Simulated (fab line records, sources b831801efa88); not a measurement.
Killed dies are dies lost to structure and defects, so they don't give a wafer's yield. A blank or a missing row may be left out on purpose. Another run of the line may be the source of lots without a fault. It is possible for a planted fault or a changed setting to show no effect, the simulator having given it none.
Which tool did it? + flow sky130 + 11 lots with 33 wafers sampled at 4 steps, on a route of 708 steps

## WHAT THE GAUGES READ, wafer by wafer
SKY_METAL1_CD_MEAS_15 targets a cd of 140 nm.
| lot  | measured     | on        | cd-nm (nm)                          |
|------|--------------|-----------|-------------------------------------|
| L583 | day 32 16:49 | cd-sem-01 | 140.5 141.9 139.3                   |
| L584 | day 32 19:18 | cd-sem-02 | 139.9 139.5 140.2                   |
| L585 | day 33 07:23 | cd-sem-01 | 139.7 140.6 138.5                   |
| L593 | day 36 11:37 | cd-sem-01 | 137.9 134.4 137.6 137.2 134.6 137.7 |
| L597 | day 37 09:29 | cd-sem-01 | 138.6 138.2 138.9                   |
| L598 | day 37 18:46 | cd-sem-01 | 144.0 143.6 141.4                   |
| L602 | day 39 02:10 | cd-sem-01 | 141.7 142.4 141.4                   |
| L603 | day 39 06:07 | cd-sem-02 | 140.1 139.6 140.2                   |
| L604 | day 39 07:43 | cd-sem-01 | 141.1 139.4 138.5                   |
| L605 | day 39 12:52 | cd-sem-01 | 140.1 139.8 140.9                   |
| L606 | day 40 01:38 | cd-sem-01 | 140.1 140.5 139.7                   |

## WHAT TOOL EACH LOT RAN ON (gives the tool, then ch and the chambers of the sampled wafers, and finally the start)
| lot  | SKY_CONTACT_CMP_27            | SKY_METAL1_SPUTTER_04        | SKY_METAL1_EXPOSE_12              |
|------|-------------------------------|------------------------------|-----------------------------------|
| L583 | cmp-02 ch 2,3, day 31 13:06   | pvd-sputter-03, day 31 13:29 | krf-scanner-01 ch 0, day 32 03:34 |
| L584 | cmp-02 ch 2,3, day 31 15:00   | pvd-sputter-03, day 31 15:23 | krf-scanner-01 ch 0, day 32 05:37 |
| L585 | cmp-01 ch 0,3, day 32 03:40   | pvd-sputter-03, day 32 04:04 | krf-scanner-01 ch 0, day 32 18:01 |
| L593 | cmp-02 ch 0,2,3, day 35 09:14 | pvd-sputter-04, day 35 09:32 | krf-scanner-01 ch 0, day 35 22:25 |
| L597 | cmp-01 ch 1,2,3, day 36 07:32 | pvd-sputter-02, day 36 07:55 | krf-scanner-02 ch 0, day 36 20:55 |
| L598 | cmp-01 ch 0,1,2, day 36 15:59 | pvd-sputter-03, day 36 16:19 | krf-scanner-02 ch 0, day 37 05:49 |
| L602 | cmp-02 ch 0,1, day 38 00:33   | pvd-sputter-04, day 38 00:56 | krf-scanner-02 ch 0, day 38 13:52 |
| L603 | cmp-01 ch 1,2, day 38 04:38   | pvd-sputter-04, day 38 05:01 | krf-scanner-01 ch 0, day 38 17:59 |
| L604 | cmp-01 ch 0,2,3, day 38 05:55 | pvd-sputter-02, day 38 06:18 | krf-scanner-02 ch 0, day 38 19:38 |
| L605 | cmp-01 ch 0,1,3, day 38 11:24 | pvd-sputter-04, day 38 11:47 | krf-scanner-02 ch 0, day 39 00:38 |
| L606 | cmp-01 ch 0,1, day 39 00:12   | pvd-sputter-04, day 39 00:32 | krf-scanner-01 ch 0, day 39 13:31 |
- SKY_CONTACT_CMP_27: polishes, stops on SiO2, t overpolish 15 s, target thk 0 nm.
- SKY_METAL1_SPUTTER_04: material TiN, target thk 70 nm, time 58.3 s.
- SKY_METAL1_EXPOSE_12: exposes mask MM1, target cd 140 nm.

## THE ANSWER, worked out from the rows above alone
Rule: usual is defined by the lots themselves. Put in order of their means at a reading, lots are off if they are a third of the lots or fewer, leave a main group of 4 or more, and stand apart from it by a gap of 3 or more times the standard deviation of the main group's means; of several such gaps the widest counts. The tables above print the reading to a certain number of digits; a main group whose means all agree to those digits is not used. Also off: a lot with no number at a reading for which 4 or more lots have one. The other lots that the step has rows for count as sound.
No lot is off at any reading shown: from this, nothing can be told.

## WHAT THE SIMULATOR HAD PUT IN
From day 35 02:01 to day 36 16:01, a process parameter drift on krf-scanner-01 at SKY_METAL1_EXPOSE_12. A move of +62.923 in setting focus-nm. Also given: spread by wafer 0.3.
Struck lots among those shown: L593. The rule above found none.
